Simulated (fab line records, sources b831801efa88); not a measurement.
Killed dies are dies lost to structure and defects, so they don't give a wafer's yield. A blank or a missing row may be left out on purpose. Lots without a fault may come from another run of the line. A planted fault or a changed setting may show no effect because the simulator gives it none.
Which tool did it? | flow gf180mcu | 7 lots, 21 wafers sampled, at 3 steps of a route of 602

WHAT THE GAUGES READ, wafer by wafer
GF_M5_OVL_MEAS_08.
lot  | measured     | on         | M5_OVL (nm)
L821 | day 27 05:07 | overlay-02 | -3 4 -8
L824 | day 28 04:17 | overlay-01 | 1 0 3
L831 | day 30 05:51 | overlay-01 | -3 2 4
L834 | day 31 04:49 | overlay-01 | 5 0 5
L836 | day 31 17:19 | overlay-01 | 2 3 0
L838 | day 32 04:37 | overlay-01 | -4 7 -3
L841 | day 32 21:29 | overlay-01 | -5 -7 3

WHICH TOOL RAN EACH LOT (tool, then ch and the chambers of the sampled wafers, then the start)
lot  | GF_SAB_ETCH_11                     | GF_MIM_SPUTTER_09
L821 | rie_diel-01 ch 0,1,3, day 15 23:23 | pvd_sputter-01, day 25 11:11
L824 | rie_diel-01 ch 0,1,3, day 17 01:52 | pvd_sputter-03, day 26 11:08
L831 | rie_diel-02 ch 0,2,3, day 19 17:29 | pvd_sputter-02, day 28 15:56
L834 | rie_diel-02 ch 0,1,3, day 20 21:34 | pvd_sputter-02, day 29 16:44
L836 | rie_diel-01 ch 0,1, day 21 13:41   | pvd_sputter-01, day 30 05:49
L838 | rie_diel-03 ch 0,1,2, day 22 06:19 | pvd_sputter-01, day 30 16:58
L841 | rie_diel-03 ch 0,1, day 23 02:17   | pvd_sputter-02, day 31 11:35
- GF_SAB_ETCH_11: etches SiO2 in C4F8/O2/Ar, target depth 55 nm, time 8.5 s.
- GF_MIM_SPUTTER_09: material TiN, target thk 35 nm, time 29.2 s.

THE ANSWER, worked out from the rows above alone
Rule: what is usual is taken from the lots themselves. Put in order of their means at a reading, lots are off if they are a third of the lots or fewer, leave a main group of 4 or more, and stand apart from it by a gap of 3 or more times the standard deviation of the main group's means; of several such gaps the widest counts. A main group whose means are all the same, to the digits that the tables above print for the reading, isn't used. A lot without any number at a reading at which 4 lots or more have one is off too. The other lots that the step has rows for count as sound.
No lot is off at any reading shown: from this, nothing can be told.

WHAT THE SIMULATOR HAD PUT IN
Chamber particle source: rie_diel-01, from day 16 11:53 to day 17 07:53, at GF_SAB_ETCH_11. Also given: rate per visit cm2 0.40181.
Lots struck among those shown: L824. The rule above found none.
